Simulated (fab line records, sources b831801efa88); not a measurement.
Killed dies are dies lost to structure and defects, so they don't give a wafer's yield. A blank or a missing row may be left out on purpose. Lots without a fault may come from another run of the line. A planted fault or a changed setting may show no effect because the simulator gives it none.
A struck lot beside a sound one | flow sky130 | 16 steps out of a route of 708
Sound: wafers L490.1, L490.3, L490.4. Struck: wafer L492.5. (L492.1, L492.4 of the same lot were not struck and are left out.) The cause comes at the end.
At each step with rows: each side's tool, then ch and its chambers, then its first start. Under that, the readings that differ: sound wafers | struck wafers | difference of the means | sigmas: that difference in standard deviations of wafers without a fault.
alike: readings whose means differ by less than 2 such deviations, and words and numbers that are the same on both sides. not compared: withheld readings, readings that some wafer has no value for, bounds like >300 that may hide the same value, and numbers for which the record gives no deviation and whose values overlap.
The two part at a step that has a row with sigmas, a row that says differs or no value, or rows on one side only. Numbers that don't overlap but have no deviation are shown without sigmas and don't part them. A reading that every wafer of one side lacks parts them only if that side has two wafers or more.

first, 7 steps without rows for these wafers: SKY_METAL4_HMDS_06 (prime time 60 s); SKY_METAL4_COAT_07 (resist thk 60 nm); SKY_METAL4_COAT_08 (resist thk 1140 nm); SKY_METAL4_SOFTBAKE_09 (time 90 s); SKY_METAL4_EXPOSE_10 (exposes mask MM4, target cd 300 nm); SKY_METAL4_PEB_11; SKY_METAL4_DEVELOP_12 (develop time 60 s).
SKY_METAL4_CD_MEAS_13: target cd 300 nm.
  sound on cd_sem-02, day 44 14:08; struck on cd_sem-01, day 45 10:11
  alike: cd_nm
SKY_METAL4_OVL_MEAS_14:
  sound on overlay-02, day 44 14:16; struck on overlay-01, day 45 10:19
  alike: METAL4_OVL
SKY_METAL4_DESCUM_15: chemistry O2, time 8 s.
  sound on rie_metal-03 ch 0,1, day 44 14:18; struck on rie_metal-03 ch 0, day 45 10:21
  alike: chamber_pressure_mTorr, drypump_motor_current_A, oes_product_au
  not compared: rf_hours_counter_h
SKY_METAL4_ETCH_16: etches BARC in N2/H2, stops on SiO2, time 88.2 s, target depth 60 nm.
  sound on rie_metal-03 ch 0,1, day 44 14:20; struck on rie_metal-03 ch 0, day 45 10:23
  reading    | sound             | struck | difference | sigmas
  bias_w (W) | 100.2 100.3 100.2 | 99.6   | -0.6       | -2
  alike: chamber_pressure_mTorr, drypump_motor_current_A, n2_flow_sccm, oes_product_au, throttle_valve_pct
  not compared: rf_hours_counter_h
SKY_METAL4_ETCH_17: etches SiO2 in C4F8/O2/Ar, stops on TiN, time 3.9 s, target depth 15 nm.
  sound on rie_diel-04 ch 0,2,3, day 44 14:26; struck on rie_diel-04 ch 2, day 45 10:29
  alike: bias_w, chamber_pressure_mTorr, oes_product_au
  not compared: rf_hours_counter_h
SKY_METAL4_METAL_ETCH_18: etches the open film in Cl2/BCl3, stops on SiO2, target depth 845 nm, time 183.1 s.
  sound on rie_metal-01 ch 0,1, day 44 14:27; struck on rie_metal-01 ch 0, day 45 10:30
  reading                                       | sound           | struck | difference | sigmas
  model.KrF-thick_of_METAL4_COAT_08.thk_nm (nm) | 509.5 537 509   | 579.2  | +60.7      |
  model.SiO2_of_VIA3_HDPCVD_00.thk_nm (nm)      | 433.1 435.6 434 | 438.5  | +4.3       |
  alike: bias_w, chamber_pressure_mTorr, drypump_motor_current_A, oes_product_au, throttle_valve_pct
  not compared: rf_hours_counter_h, model.METAL4.cd_nm
SKY_METAL4_STRIP_19: strips in O2/N2.
  sound on plasma_asher-03 ch 0,1, day 44 14:37; struck on plasma_asher-01 ch 0, day 45 10:40
  reading                      | sound             | struck | difference | sigmas
  oes_product_au (a.u.)        | 0.487 0.504 0.497 | 0.527  | +0.031     | +5
  strip_time_to_endpoint_s (s) | 6.36 6.62 6.36    | 7.05   | +0.60      | +5
  alike: chamber_pressure_mTorr, drypump_motor_current_A, n2_flow_sccm
  not compared: rf_hours_counter_h
then, 1 step without rows for these wafers: SKY_METAL4_STRIP_20 (strips in post etch residue remover, time 1200 s).
-- the record jumps here: 4 days lie between the struck wafers' starts before and after (it left off in module METAL4 and takes up again in module PAD_OPEN, whose first step shown is number 708 of the route) --
SKY_PAD_OPEN_PROBE_99:
  sound on prober-02, day 48 08:25; struck on prober-01, day 49 02:15
  alike: defect_limited_yield, killed_at_M0_to_M3, killed_at_M4_up, killed_at_contacts, killed_at_front_end, killed_at_other, killed_dies, killed_open, killed_short, sort_bin_3_pad_short, sort_bin_5_function, sort_bin_6_memory, sort_n_pass, sort_yield_pct
  not compared: model.etest.met4.width_nm

WHERE THEY PART
First at SKY_METAL4_ETCH_16; last, within this record, at SKY_METAL4_STRIP_19. Later steps at which nothing parts them and some readings are alike: SKY_PAD_OPEN_PROBE_99.

WHY: what the simulator had put in
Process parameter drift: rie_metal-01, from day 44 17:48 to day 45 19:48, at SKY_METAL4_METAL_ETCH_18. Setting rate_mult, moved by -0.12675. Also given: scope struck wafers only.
